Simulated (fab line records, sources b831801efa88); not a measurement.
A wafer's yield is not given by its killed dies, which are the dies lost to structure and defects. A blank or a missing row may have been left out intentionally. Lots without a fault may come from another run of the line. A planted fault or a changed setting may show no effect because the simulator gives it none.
Split-lot study | flow sfq-line | 23 wafers read from 5 lots, route of 325 steps

## THE SPLIT ITSELF
At SFQ_TRILAYER_I4_VIA_LITHO_PEB_106 (peb time 60 s), the setting peb-temp-c was moved away from the recipe's 115 C on 6 of the 23 wafers read, by +1.1% to +1.7%. For the rest of the wafers, this setting stayed at what the recipe calls for.

## FROM THE SPLIT TO THE READING: what the file shows between them, 2 steps
- SFQ_TRILAYER_I4_VIA_LITHO_DEVELOP_105: time 60 s
- SFQ_TRILAYER_I4_VIA_BARC_OPEN_VIA_ETCH_146: etches BARC in O2, target depth 125 nm, time 41.7 s

## THE READING
I4.cd-nm (the simulator's own value, which no gauge read), in nm, at SFQ_TRILAYER_I4_VIA_ETCH_VIA_ETCH_106 (etches SiO2 in CHF3, stops on Nb, target depth 260 nm). The file gives no usual value for it. The 17 wafers here that ran the recipe average 700.5 nm, standard deviation 1.8 nm.

wafer  | tool, chamber at the split | peb-temp-c as run, C | against the recipe | I4.cd-nm, nm | against lot-mates on the recipe
L075.1 | litho-track-04, 0          | 115                  | recipe             | 700.4        | -
L075.3 | litho-track-04, 0          | 115                  | recipe             | 700.7        | -
L075.4 | litho-track-04, 0          | 115                  | recipe             | 698.3        | -
L075.5 | litho-track-04, 0          | 115                  | recipe             | 701.8        | -
L075.6 | litho-track-04, 0          | 115                  | recipe             | 698.7        | -
L079.1 | litho-track-02, 0          | 115                  | recipe             | 698.5        | -
L079.4 | litho-track-02, 0          | 115                  | recipe             | 700.4        | -
L079.6 | litho-track-02, 0          | 115                  | recipe             | 701.2        | -
L080.1 | litho-track-01, 0          | 116.3                | +1.1%              | 721.9        | +22.9
L080.3 | litho-track-01, 0          | 116.3                | +1.1%              | 722.6        | +23.6
L080.4 | litho-track-01, 0          | 116.3                | +1.1%              | 721.5        | +22.5
L080.5 | litho-track-01, 0          | 115                  | recipe             | 698          | -
L080.6 | litho-track-01, 0          | 115                  | recipe             | 700.1        | -
L081.1 | litho-track-01, 0          | 117                  | +1.7%              | 735.1        | +35.6
L081.2 | litho-track-01, 0          | 117                  | +1.7%              | 731.8        | +32.3
L081.3 | litho-track-01, 0          | 115                  | recipe             | 700.9        | -
L081.4 | litho-track-01, 0          | 115                  | recipe             | 698          | -
L081.6 | litho-track-01, 0          | 117                  | +1.7%              | 734.7        | +35.2
L085.2 | litho-track-04, 0          | 115                  | recipe             | 701.4        | -
L085.3 | litho-track-04, 0          | 115                  | recipe             | 700.7        | -
L085.4 | litho-track-04, 0          | 115                  | recipe             | 702.6        | -
L085.5 | litho-track-04, 0          | 115                  | recipe             | 702.5        | -
L085.6 | litho-track-04, 0          | 115                  | recipe             | 704.9        | -

FIT RESULTS
A straight line over all 23 wafers: I4.cd-nm changes by +19.1 nm for each +1% of peb-temp-c; r = +0.99; the points scatter about the line by 1.7 nm.
The same after taking each lot's own level away (the mean of its wafers on the recipe; 23 wafers): +19.9 nm for each +1%; r = +1.00; scatter 1.3 nm.
According to that fit, moving peb-temp-c by its largest amount changes the reading by 35 nm.
Across the lots, their own levels run from 699.05 to 702.42 nm, a range of 1.9 times the standard deviation given above.
So the lot-to-lot level changes the slope little: the two slopes agree.
Check: for one of the wafers moved furthest among these (+1.7%), held out of the fit, the line's prediction against its lot-mates is +34.4 nm. It came out at +35.6 nm against them.

## OTHER SPLITS APPLIED TO THESE WAFERS
Before the reading, these wafers also passed through other splits. Each is held against what the fit with the lots' levels taken away leaves over:
other split on the same wafers                            | wafers away from the commonest value | r with I4.cd-nm (lot level and that fit taken away)
SFQ_TRILAYER_M3_DEP_SPUTTER_073 time-s                    | 9                                    | +0.15
SFQ_TRILAYER_M3_LITHO_PEB_078 peb-time-s                  | 2                                    | -0.11
SFQ_TRILAYER_I3_VIA_LITHO_EXPOSE_086 dose-mj              | 7                                    | -0.05
SFQ_TRILAYER_I3_VIA_BARC_OPEN_VIA_ETCH_121 pressure-mtorr | 15                                   | +0.09
SFQ_TRILAYER_M4_DEP_SPUTTER_091 time-s                    | 10                                   | +0.06
SFQ_TRILAYER_M4_LITHO_EXPOSE_094 dose-mj                  | 10                                   | +0.08
SFQ_TRILAYER_I4_DEP_PECVD_099 time-s                      | 6                                    | +0.05

## THE WHOLE CHAIN: every reading that the file lists as answering this split, in the file's order
step                                       | what it does                                          | reading                                                   | change (the file's fit)              | r (the file's)
SFQ_TRILAYER_I4_VIA_BARC_OPEN_VIA_ETCH_146 | etches BARC in O2, target depth 125 nm, time 41.7 s   | I4.cd-nm (the simulator's own value, which no gauge read) | +19.4 nm for each +1% of the setting | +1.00
SFQ_TRILAYER_I4_VIA_ETCH_VIA_ETCH_106      | etches SiO2 in CHF3, stops on Nb, target depth 260 nm | I4.cd-nm (the simulator's own value, which no gauge read) | +19.9 nm for each +1% of the setting | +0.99

## FILE'S OWN FIT
I4.cd-nm changes by +19.9 nm for each +1% of peb-temp-c, r = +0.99.
